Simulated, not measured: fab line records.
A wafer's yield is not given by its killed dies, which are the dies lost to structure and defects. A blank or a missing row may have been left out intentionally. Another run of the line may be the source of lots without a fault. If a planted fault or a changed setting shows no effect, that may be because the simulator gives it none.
2 desks looking at one fault    flow gf180mcu    what lay behind the numbers comes last; until then each desk has only its own

## FOR THE TOOL OWNER'S DESK: lithoTrack-04
The tool's own readings at GF_NWELL_DEVELOP_06 (develop time 60 s): means of the sampled wafers that have a number, for each lot that ran on this tool. The brackets show how far a lot's mean lies from the usual mean; more than 4 standard deviations puts the lot out of limits, marked OUT.
Columns: A = resistLineTempC at GF_NWELL_DEVELOP_06, usual 23.01 C
lot   first seen here  A
L777  day 3 23:00      23.04
L780  day 4 16:00      23.04
L782  day 5 01:00      22.95
L784  day 5 14:00      23.10
L795  day 8 02:00      23.01
This desk's verdict: no lot among the 5 shows anything out of limits.

## METROLOGY DESK
Lot by lot, what the gauges showed, no matter which tool ran the lot: averages of those sampled wafers that carry a number. The brackets show how far a lot's mean lies from the usual mean; more than 4 standard deviations puts the lot out of limits, marked OUT.
Columns: A = NWELL_OVL at GF_NWELL_OVL_MEAS_07, usual -1.2 nm; B = DUAL_GATE_OVL at GF_DUAL_GATE_OVL_MEAS_11, usual -0.4 nm; C = NSD_OVL at GF_NSD_OVL_MEAS_08, usual -1.2 nm; D = V1_CVD_02_THK at GF_V1_THK_MEAS_03, usual 849 nm
lot   first seen here  A     B     C     D
L774  day 3 07:36      -0.7  -1.9  -2.4  843
L775  day 3 12:01      -1.0  -0.3  -0.8  865
L777  day 3 23:19      0.1   -0.6  -1.1  850
L780  day 4 16:16      0.6   -1.7  -1.3  854
L784  day 5 14:28      -2.2  0.3   -2.8  861
L790  day 6 23:21      -0.8  0.2   -1.8  849
L791  day 7 03:22      0.6   0.4   -0.0  843
L792  day 7 09:43      -1.1  0.7   -2.0  846
L793  day 7 17:01      -0.6  -1.1  -1.4  841
L794  day 7 22:24      -2.7  0.3   -3.1  835
L795  day 8 02:49      -3.8  -0.1  -1.5  858
L796  day 8 07:48      -1.0  -1.1  -1.0  847
L797  day 8 13:00      -2.1  -0.5  -0.9  855
L782  day 10 12:32     -     2.2   -0.4  848
This desk's verdict: no lot among the 14 shows anything out of limits.

## TAKEN TOGETHER
Nothing out of limits was seen by the tool owner's desk.
The metrology desk saw nothing out of limits.

## WHAT THE SIMULATOR HAD INSERTED
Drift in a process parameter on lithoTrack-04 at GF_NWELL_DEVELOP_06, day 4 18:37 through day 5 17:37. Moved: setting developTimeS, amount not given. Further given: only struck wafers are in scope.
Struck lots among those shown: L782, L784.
